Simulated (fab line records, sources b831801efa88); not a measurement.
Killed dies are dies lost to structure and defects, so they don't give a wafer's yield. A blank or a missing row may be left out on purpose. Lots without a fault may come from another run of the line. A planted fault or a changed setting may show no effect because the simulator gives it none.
Chamber matching | flow sky130 | SKY_VIA3_HDPCVD_00 on hdpcvd-02: 3 sister chambers
The step deposits SiO2, target thk 1635 nm, time 272.5 s. 19 wafers are shown with their chamber, then 9 later ones without.

WAFERS WITH THEIR CHAMBER
wafer  | chamber | susceptor_temp_C (C) | sih4_flow_sccm (sccm)
L719.1 | 2       | 399.58               | 59.86
L719.3 | 0       | 399.89               | 60.12
L719.5 | 0       | 400.08               | 59.92
L720.1 | 0       | 399.69               | 59.95
L720.2 | 1       | 399.88               | 60.08
L720.3 | 2       | 399.45               | 60.16
L721.2 | 1       | 400.11               | 60.25
L721.5 | 1       | 399.98               | 60.03
L722.2 | 1       | 400.22               | 60.09
L722.5 | 1       | 400.00               | 60.07
L722.6 | 2       | 399.72               | 59.78
L723.2 | 1       | 399.87               | 59.93
L723.6 | 0       | 400.17               | 59.84
L731.2 | 0       | 400.06               | 60.00
L731.3 | 2       | 400.17               | 60.20
L731.5 | 0       | 399.65               | 60.06
L732.2 | 0       | 399.61               | 60.04
L732.3 | 2       | 399.95               | 60.41
L732.5 | 1       | 400.11               | 60.04

SIGNATURES (means of the wafers above)
reading          | chamber 0 | chamber 1 | chamber 2 | scatter within a chamber
susceptor_temp_C | 399.8786  | 400.0243  | 399.7740  | 0.217
sih4_flow_sccm   | 59.9900   | 60.0700   | 60.0820   | 0.153
Rule: a wafer's distance from a chamber is the root of the sum, over the readings, of the square of ((its reading less the chamber's mean) divided by the reading's scatter). The wafer belongs to the nearest chamber; if the next one is less than 2 further off, it can't be placed. The scatter: the root of (the sum of the squares of (reading less its chamber's mean) over the shown wafers, divided by (wafers less chambers)).

WAFERS WITHOUT THEIR CHAMBER
wafer  | susceptor_temp_C (C) | sih4_flow_sccm (sccm)
L735.3 | 399.84               | 59.68
L735.4 | 399.97               | 59.81
L735.6 | 400.06               | 59.94
L736.2 | 400.03               | 60.02
L736.4 | 399.78               | 60.16
L736.6 | 399.84               | 59.91
L738.1 | 400.01               | 59.93
L738.4 | 400.45               | 59.88
L738.5 | 400.43               | 59.97

WHICH CHAMBER EACH WENT THROUGH
wafer  | from the rows above          | in truth
L735.3 | can't be placed: 0 or 2 or 1 | 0
L735.4 | can't be placed: 0 or 1 or 2 | 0
L735.6 | can't be placed: 1 or 0 or 2 | 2
L736.2 | can't be placed: 1 or 0 or 2 | 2
L736.4 | can't be placed: 2 or 0 or 1 | 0
L736.6 | can't be placed: 0 or 2 or 1 | 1
L738.1 | can't be placed: 0 or 1 or 2 | 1
L738.4 | can't be placed: 1 or 0 or 2 | 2
L738.5 | can't be placed: 1 or 0 or 2 | 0
Placed correctly: 0 of 9. Can't be placed from these rows: 9 (the true chamber is among the candidates in 9). Placed wrongly: 0.
